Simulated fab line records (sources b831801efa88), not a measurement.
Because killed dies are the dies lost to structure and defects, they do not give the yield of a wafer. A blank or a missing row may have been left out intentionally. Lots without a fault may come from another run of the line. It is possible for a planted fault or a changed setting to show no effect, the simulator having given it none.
Which tool is to blame? + flow gf180mcu + 14 lots, 42 wafers sampled, at 4 steps of a route of 602

== WHAT THE GAUGES SHOWED, per wafer ==
GF_V3_RS_MEAS_24: measurement is done with a four-point probe.
| lot  | measured     | on            | V3_W_RS (ohm/sq)  |
|------|--------------|---------------|-------------------|
| L917 | day 22 20:15 | film metro-03 | 0.329 0.330 0.331 |
| L918 | day 23 01:43 | film metro-03 | 0.330 0.331 0.332 |
| L919 | day 23 06:54 | film metro-02 | 0.331 0.332 0.333 |
| L920 | day 23 23:55 | film metro-03 | 0.329 0.329 0.327 |
| L921 | day 24 05:50 | film metro-03 | 0.330 0.329 0.332 |
| L922 | day 25 02:26 | film metro-02 | 0.327 0.330 0.329 |
| L923 | day 25 06:40 | film metro-02 | 0.329 0.336 0.330 |
| L924 | day 25 12:48 | film metro-02 | 0.334 0.334 0.335 |
| L928 | day 26 13:11 | film metro-02 | 0.332 0.333 0.332 |
| L930 | day 26 20:50 | film metro-01 | 0.325 0.329 0.324 |
| L936 | day 29 00:50 | film metro-03 | 0.327 0.328 0.324 |
| L938 | day 29 07:17 | film metro-03 | 0.324 0.327 0.325 |
| L939 | day 29 15:32 | film metro-01 | 0.326 0.329 0.330 |
| L940 | day 29 21:46 | film metro-02 | 0.336 0.330 0.333 |

GF_M5_CD_MEAS_07: the cd target is 280 nm.
| lot  | measured     | on        | cd nm (nm)        |
|------|--------------|-----------|-------------------|
| L917 | day 26 16:17 | cd sem-02 | 279.7 280.9 279.7 |
| L918 | day 26 21:47 | cd sem-02 | 279.5 279.5 280.4 |
| L919 | day 27 00:23 | cd sem-02 | 280.5 281.0 280.1 |
| L920 | day 27 17:32 | cd sem-02 | 280.0 280.4 280.2 |
| L921 | day 27 21:47 | cd sem-01 | 281.4 280.2 280.9 |
| L922 | day 28 17:18 | cd sem-02 | 279.3 279.6 277.9 |
| L923 | day 28 21:31 | cd sem-02 | 277.1 277.6 278.7 |
| L924 | day 29 02:58 | cd sem-02 | 279.2 278.5 279.5 |
| L928 | day 30 00:48 | cd sem-02 | 278.4 278.5 277.9 |
| L930 | day 30 07:48 | cd sem-01 | 280.3 280.2 279.3 |
| L936 | day 32 06:58 | cd sem-02 | 279.2 279.4 279.3 |
| L938 | day 32 12:28 | cd sem-02 | 279.5 279.0 279.3 |
| L939 | day 32 18:19 | cd sem-02 | 280.3 279.9 279.4 |
| L940 | day 33 00:50 | cd sem-01 | 279.1 279.0 278.4 |

== WHICH TOOL RAN EACH LOT (tool, then ch and the chambers of the sampled wafers, then the start) ==
| lot  | GF_M4_DEHYDRATE_07                | GF_MIM_SPUTTER_09            |
|------|-----------------------------------|------------------------------|
| L917 | litho track-02 ch 0, day 23 07:34 | pvd sputter-03, day 24 21:19 |
| L918 | litho track-04 ch 0, day 23 13:14 | pvd sputter-04, day 25 02:18 |
| L919 | litho track-02 ch 0, day 23 18:41 | pvd sputter-04, day 25 06:55 |
| L920 | litho track-02 ch 0, day 24 11:14 | pvd sputter-03, day 25 23:04 |
| L921 | litho track-01 ch 0, day 24 16:52 | pvd sputter-04, day 26 04:28 |
| L922 | litho track-04 ch 0, day 25 13:32 | pvd sputter-01, day 27 00:53 |
| L923 | litho track-01 ch 0, day 25 17:49 | pvd sputter-03, day 27 04:51 |
| L924 | litho track-02 ch 0, day 26 00:01 | pvd sputter-01, day 27 11:02 |
| L928 | litho track-02 ch 0, day 26 23:13 | pvd sputter-04, day 28 09:40 |
| L930 | litho track-02 ch 0, day 27 07:53 | pvd sputter-03, day 28 17:40 |
| L936 | litho track-01 ch 0, day 29 10:38 | pvd sputter-01, day 30 19:35 |
| L938 | litho track-02 ch 0, day 29 17:29 | pvd sputter-04, day 31 01:08 |
| L939 | litho track-04 ch 0, day 30 01:14 | pvd sputter-03, day 31 08:11 |
| L940 | litho track-02 ch 0, day 30 07:41 | pvd sputter-01, day 31 14:56 |
- GF_M4_DEHYDRATE_07: time 60 s.
- GF_MIM_SPUTTER_09: material TiN, target thk 35 nm, time 29.2 s.

== AS READ BY THE TOOLS THEMSELVES (means over the sampled wafers that have a number; for cases with no such wafer, the mark the record gives instead) ==
GF_M4_DEHYDRATE_07.
| lot  | tool           | heater power total W (W) | plate temp C (C) |
|------|----------------|--------------------------|------------------|
| L917 | litho track-02 | 160.39                   | 200.25           |
| L918 | litho track-04 | 160.47                   | 200.05           |
| L919 | litho track-02 | 160.21                   | 200.07           |
| L920 | litho track-02 | 160.45                   | 200.05           |
| L921 | litho track-01 | 160.24                   | 199.88           |
| L922 | litho track-04 | 160.41                   | 199.72           |
| L923 | litho track-01 | 160.32                   | 200.01           |
| L924 | litho track-02 | 160.38                   | 199.88           |
| L928 | litho track-02 | 168.70                   | 208.38           |
| L930 | litho track-02 | 168.80                   | 208.13           |
| L936 | litho track-01 | 160.47                   | 199.90           |
| L938 | litho track-02 | 160.31                   | 199.96           |
| L939 | litho track-04 | 160.32                   | 200.04           |
| L940 | litho track-02 | 160.33                   | 200.10           |

GF_MIM_SPUTTER_09.
| lot  | tool           | throttle valve pct (%) |
|------|----------------|------------------------|
| L917 | pvd sputter-03 | 30.5                   |
| L918 | pvd sputter-04 | 29.7                   |
| L919 | pvd sputter-04 | 29.6                   |
| L920 | pvd sputter-03 | 31.4                   |
| L921 | pvd sputter-04 | 30.3                   |
| L922 | pvd sputter-01 | 29.1                   |
| L923 | pvd sputter-03 | 31.0                   |
| L924 | pvd sputter-01 | 30.2                   |
| L928 | pvd sputter-04 | 30.1                   |
| L930 | pvd sputter-03 | 30.5                   |
| L936 | pvd sputter-01 | 30.3                   |
| L938 | pvd sputter-04 | 30.3                   |
| L939 | pvd sputter-03 | 30.5                   |
| L940 | pvd sputter-01 | 29.8                   |

== THE ANSWER, worked out from the rows above alone ==
Rule: usual is defined by the lots themselves. Put in order of their means at a reading, lots are off if they are a third of the lots or fewer, leave a main group of 4 or more, and stand apart from it by a gap of 3 or more times the standard deviation of the main group's means; of several such gaps the widest counts. Not used: any main group whose means are identical at the precision the tables above print for the reading. Also off: a lot with no number at a reading for which 4 or more lots have one. All remaining lots with rows at the step are treated as sound. The gauges are gone through in route order, then the tools' own readings, and for those a lot's mean is taken as printed above. At the first step where some lot is off, the reading lying furthest off is the one used; lots without a number count as furthest.
Off at GF_M4_DEHYDRATE_07 (heater power total W): L928, L930. The main group: mean 160.36 W, standard deviation 0.081.
A tool fits if, at that step or a process step before it, it ran every lot that is off, and no sound lot after the first of them. Of those tried, none fits.

== WHAT THE SIMULATOR PUT IN ==
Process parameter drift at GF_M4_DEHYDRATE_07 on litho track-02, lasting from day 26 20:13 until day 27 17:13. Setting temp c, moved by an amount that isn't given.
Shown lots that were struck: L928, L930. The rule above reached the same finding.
